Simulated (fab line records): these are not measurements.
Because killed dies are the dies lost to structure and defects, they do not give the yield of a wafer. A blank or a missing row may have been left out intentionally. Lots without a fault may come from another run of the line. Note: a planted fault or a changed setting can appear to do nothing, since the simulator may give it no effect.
A struck lot beside a sound one | flow sky130 | 16 steps out of a route of 708
Sound: these wafers, L893.3, L893.5, L893.6. Wafers struck: L894.1, L894.5, L894.6. Last of all comes the cause.
Each step with rows lists, per side, the tool, then ch with its chambers, then its first start. Under that, the readings that differ: sound wafers | struck wafers | difference of the means | sigmas: that difference in standard deviations of wafers without a fault.
alike: words and numbers the same on both sides, and readings whose means are apart by under 2 such deviations; not compared: readings that were withheld, readings missing a value for some wafer, numbers with overlapping values and no deviation given by the record, and bounds like >300 which may hide the same value.
Wherever a step has rows on one side only, a row that says differs or no value, or a row with sigmas, the two part there. Non-overlapping numbers with no deviation appear without sigmas and do not part them. A reading that every wafer of one side lacks parts them only if that side has two wafers or more.

first, 2 steps without rows for these wafers: SKY_METAL4_PEB_11; SKY_METAL4_DEVELOP_12 (develop time 60 s).
SKY_METAL4_CD_MEAS_13: the cd target is 300 nm.
  sound: cd_sem-01 at day 43 16:36; struck: cd_sem-02 at day 44 02:58
  alike: cd_nm
SKY_METAL4_OVL_MEAS_14:
  sound: overlay-02 at day 43 16:41; struck: overlay-02 at day 44 03:05
  alike: METAL4_OVL
SKY_METAL4_DESCUM_15: chemistry O2, time 8 s.
  sound on rie_metal-01 ch 0,1, day 43 16:43; struck on rie_metal-04 ch 0,1, day 44 03:07
  reading                      | sound       | struck      | difference | sigmas
  he_backside_leak_sccm (sccm) | 3.4 3.3 3.2 | 3.5 3.2 6.3 | +1.0       | +2
  alike: drypump_motor_current_A, oes_product_au
  not compared: rf_hours_counter_h
SKY_METAL4_ETCH_16: etches BARC in N2/H2, stops on SiO2, time 88.2 s, target depth 60 nm.
  sound on rie_metal-01 ch 0,1, day 43 16:47; struck on rie_metal-04 ch 0,1, day 44 03:09
  alike: drypump_motor_current_A, he_backside_leak_sccm, oes_product_au, throttle_valve_pct
  not compared: rf_hours_counter_h
SKY_METAL4_ETCH_17: etches SiO2 in C4F8/O2/Ar, stops on TiN, time 3.9 s, target depth 15 nm.
  sound on rie_diel-04 ch 0,1,3, day 43 16:50; struck on rie_diel-02 ch 1,2, day 44 03:14
  alike: oes_product_au
  not compared: rf_hours_counter_h
SKY_METAL4_METAL_ETCH_18: etches the open film in Cl2/BCl3, stops on SiO2, target depth 845 nm, time 183.1 s.
  sound on rie_metal-02 ch 0,1, day 43 16:55; struck on rie_metal-02 ch 0,1, day 44 03:16
  alike: drypump_motor_current_A, he_backside_leak_sccm, mfc_cl2_sccm, oes_product_au, throttle_valve_pct
  not compared: rf_hours_counter_h
SKY_METAL4_STRIP_19: strips in O2/N2.
  sound on plasma_asher-03 ch 0,1, day 43 17:04; struck on plasma_asher-04 ch 0,1, day 44 03:26
  alike: drypump_motor_current_A, oes_product_au, strip_time_to_endpoint_s
  not compared: rf_hours_counter_h
then, 3 steps without rows for these wafers: SKY_METAL4_STRIP_20 (strips in post etch residue remover, time 1200 s); SKY_METAL4_CLEAN_21 (cleans in IPA, time 180 s); SKY_METAL4_CLEAN_22 (cleans in O3/DIW).
SKY_VIA4_HDPCVD_00: deposits SiO2, target thk 1750 nm, time 291.7 s.
  sound on hdpcvd-01 ch 0,1,2, day 43 17:38; struck on hdpcvd-02 ch 0,2, day 44 04:02
  reading                                  | sound             | struck            | difference | sigmas
  run_length_s (s)                         | 320.0 319.1 318.7 | 273.9 274.0 274.1 | -45.3      | -78
  model.SiO2_of_VIA4_HDPCVD_00.thk_nm (nm) | 1731 1706 1700    | 1512 1501 1481    | -214       |
SKY_VIA4_THK_MEAS_01:
  sound: film_metro-04 at day 43 17:50; struck: film_metro-04 at day 44 04:13
  reading              | sound          | struck         | difference | sigmas
  VIA4_HDPCVD_THK (nm) | 1731 1708 1700 | 1510 1502 1480 | -216       | -10
then, 1 step without rows for these wafers: SKY_VIA4_CMP_02 (polishes SiO2).
SKY_PAD_OPEN_PROBE_99:
  sound wafers here have rows in the record (prober-02, day 47 11:32); struck ones have none

## WHERE THEY PART
At SKY_METAL4_DESCUM_15 first; at SKY_PAD_OPEN_PROBE_99 last (within this record only).

WHY: the cause the simulator had injected
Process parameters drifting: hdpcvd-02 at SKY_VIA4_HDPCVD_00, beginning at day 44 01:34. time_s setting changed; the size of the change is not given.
